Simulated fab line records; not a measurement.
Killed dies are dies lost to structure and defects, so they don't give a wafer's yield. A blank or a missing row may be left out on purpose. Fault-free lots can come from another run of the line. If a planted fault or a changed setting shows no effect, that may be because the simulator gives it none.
Which of the tools did it?	flow sky130	6 lots (18 wafers sampled), 1 step of a 708-step route

## WHAT EACH GAUGE READ, for each wafer
SKY_VIA2_BOW_MEAS_03.
lot	measured	on	VIA2_BOW (um)
L983	day 35 03:44	filmMetro-01	84 83 86
L986	day 36 19:50	filmMetro-04	86 95 79
L993	day 39 03:34	filmMetro-04	92 96 68
L997	day 40 23:16	filmMetro-03	86 87 81
L101	day 41 05:30	filmMetro-04	83 84 85
L104	day 42 16:38	filmMetro-03	84 81 87

## TOOL THAT RAN EACH LOT (tool first, then ch and the chambers of the sampled wafers, then the start)
Record: no process step prior to these readings.

## THE ANSWER, worked out from the rows above alone
Rule: the lots themselves supply what counts as usual. Put in order of their means at a reading, lots are off if they are a third of the lots or fewer, leave a main group of 4 or more, and stand apart from it by a gap of 3 or more times the standard deviation of the main group's means; of several such gaps the widest counts. A main group is skipped when, at the precision printed for the reading in the tables above, its means are all equal. Also off: a lot with no number at a reading for which 4 or more lots have one. Any other lot the step has rows for is counted as sound.
No lot is off at any reading shown: from this, nothing can be told.

## WHAT THE SIMULATOR PUT IN
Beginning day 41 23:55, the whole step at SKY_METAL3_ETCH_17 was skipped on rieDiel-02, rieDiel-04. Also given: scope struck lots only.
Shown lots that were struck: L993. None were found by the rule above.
